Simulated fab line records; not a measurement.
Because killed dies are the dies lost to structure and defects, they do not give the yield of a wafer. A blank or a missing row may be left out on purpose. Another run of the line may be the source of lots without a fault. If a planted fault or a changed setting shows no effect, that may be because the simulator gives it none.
Struck lot and sound lot, side by side + flow sky130 + 14 out of 708 route steps
Sound: wafers L195.2, L195.3, L195.6. Struck: wafers L208.1, L208.4, L208.5. The cause comes at the end.
For every step that has rows: the tool of each side, followed by ch and its chambers, followed by its first start. Under that, the readings that differ: sound wafers + struck wafers + difference of the means + sigmas: that difference in standard deviations of wafers without a fault.
alike: readings with means less than 2 such deviations apart, plus words and numbers identical on both sides. not compared: withheld readings, readings lacking a value on some wafer, bounds such as >300 that could conceal the same value, and numbers that have no deviation in the record and whose values overlap.
A row with sigmas, a row that says differs or no value, or rows on one side alone: a step with any of these is where the two part. Non-overlapping numbers with no deviation appear without sigmas and do not part them. A reading missing from all wafers of one side parts the sides only when that side holds two or more wafers.

SKY_VIA3_CD_MEAS_12 targets a cd of 200 nm.
  sound: cd_sem-02 at day 39 17:08; struck: cd_sem-01 at day 43 19:29
  alike: cd_nm
SKY_VIA3_OVL_MEAS_13:
  sound: overlay-01 at day 39 17:14; struck: overlay-01 at day 43 19:37
  alike: VIA3_OVL
SKY_VIA3_ETCH_14: etches BARC in N2/H2, stops on SiO2, time 45.9 s, target depth 60 nm.
  sound on rie_diel-03 ch 0,1,3, day 39 17:16; struck on rie_diel-03 ch 0,3, day 43 19:38
  alike: drypump_motor_current_A, oes_product_au, throttle_valve_pct
  not compared: rf_hours_counter_h
SKY_VIA3_ETCH_15: etches SiO2 in C4F8/O2/Ar, stops on TiN, target depth 507 nm, time 78 s.
  sound on rie_diel-03 ch 0,1,3, day 39 17:19; struck on rie_diel-03 ch 0,3, day 43 19:41
  alike: oes_product_au
  not compared: rf_hours_counter_h
SKY_VIA3_STRIP_16: strips in O2/N2.
  sound on plasma_asher-02 ch 0,1, day 39 17:22; struck on plasma_asher-04 ch 0,1, day 43 19:44
  alike: drypump_motor_current_A, oes_product_au, strip_time_to_endpoint_s
  not compared: rf_hours_counter_h
then, 3 steps without rows for these wafers: SKY_VIA3_STRIP_17 (strips in post etch residue remover, time 1200 s); SKY_VIA3_CLEAN_18 (cleans in IPA, time 180 s); SKY_VIA3_CLEAN_19 (cleans in O3/DIW).
SKY_VIA3_SPUTTER_20: material TiN, target thk 20 nm, time 80 s.
  sound: pvd_sputter-03 at day 39 17:58; struck: pvd_sputter-02 at day 43 20:22
  alike: throttle_valve_pct
SKY_VIA3_CVD_21: deposits W, target thk 390 nm, time 117.31 s.
  sound on cvd_w-02 ch 0, day 39 18:02; struck on cvd_w-02 ch 0,1, day 43 20:26
  alike: heater_power_w
SKY_VIA3_RS_MEAS_22: measures by four-point-probe.
  sound: film_metro-01 at day 39 18:10; struck: film_metro-04 at day 43 20:33
  alike: VIA3_W_RS
SKY_VIA3_THK_MEAS_23: measures by xrf.
  sound: film_metro-01 at day 39 18:17; struck: film_metro-04 at day 43 20:40
  alike: VIA3_W_THK
SKY_VIA3_CMP_24: polishes, stops on SiO2, t overpolish 20 s, target thk 0 nm.
  sound on cmp-02 ch 1,2, day 39 18:20; struck on cmp-02 ch 2,3, day 43 20:44
  no value came back on the struck wafers for any of 6 readings (edge_zone_pressure_frac, head_pressure_psi (psi) and others); on the sound wafers edge_zone_pressure_frac reads 1.002 0.992 1.002
| reading                                  | sound             | struck            | difference | sigmas |
|------------------------------------------|-------------------|-------------------|------------|--------|
| model.W_of_VIA3_CVD_21.thk_nm (nm)       | 0 0 0             | 388.1 402.8 385.8 | +392.2     |        |
| model.SiO2_of_VIA3_HDPCVD_00.thk_nm (nm) | 461.1 462.1 460.6 | 465.8 466.3 464.3 | +4.2       |        |
-- the record jumps here: 6 days lie between the struck wafers' starts before and after (it left off in module VIA3 and takes up again in module PAD_OPEN, whose first step shown is number 708 of the route) --
SKY_PAD_OPEN_PROBE_99:
  sound: prober-02 at day 45 18:55; struck: prober-01 at day 49 12:20
| reading                  | sound          | struck                                                               | difference                   | sigmas      |
|--------------------------|----------------|----------------------------------------------------------------------|------------------------------|-------------|
| hold                     | - - -          | await_dispo/2.0h/scrap await_dispo/2.0h/scrap await_dispo/2.0h/scrap | no value on the sound wafers |             |
| defect_limited_yield (%) | 82.7 83.3 85.4 | 0 0 0                                                                | -84                          | -44         |
| killed_at_M0_to_M3       | 39 37 38       | 449 446 446                                                          | +409                         | +59         |
| killed_dies              | 85 82 72       | 492 492 492                                                          | +412                         | +45         |
| killed_on_rim            | 16 16 8        | 96 96 96                                                             | +83                          | +24         |
| sort_bin_3_pad_short (%) | 1.0 1.0 0.6    | 82.9 84.3 82.7                                                       | +82.4                        | +99 or more |
| sort_n_pass              | 407 410 420    | 0 0 0                                                                | -412                         | -45         |
| sort_yield_pct (%)       | 82.7 83.3 85.4 | 0 0 0                                                                | -84                          | -44         |
  alike: killed_at_M4_up, killed_at_contacts, killed_at_front_end, killed_at_other, killed_open, killed_short, sort_bin_5_function, sort_bin_6_memory

== WHERE THEY PART ==
At SKY_VIA3_CMP_24 first; at SKY_PAD_OPEN_PROBE_99 last (within this record only).

WHY: the cause the simulator had injected
Skipped step whole: cmp-02, from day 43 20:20 on, at SKY_VIA3_CMP_24. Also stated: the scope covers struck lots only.
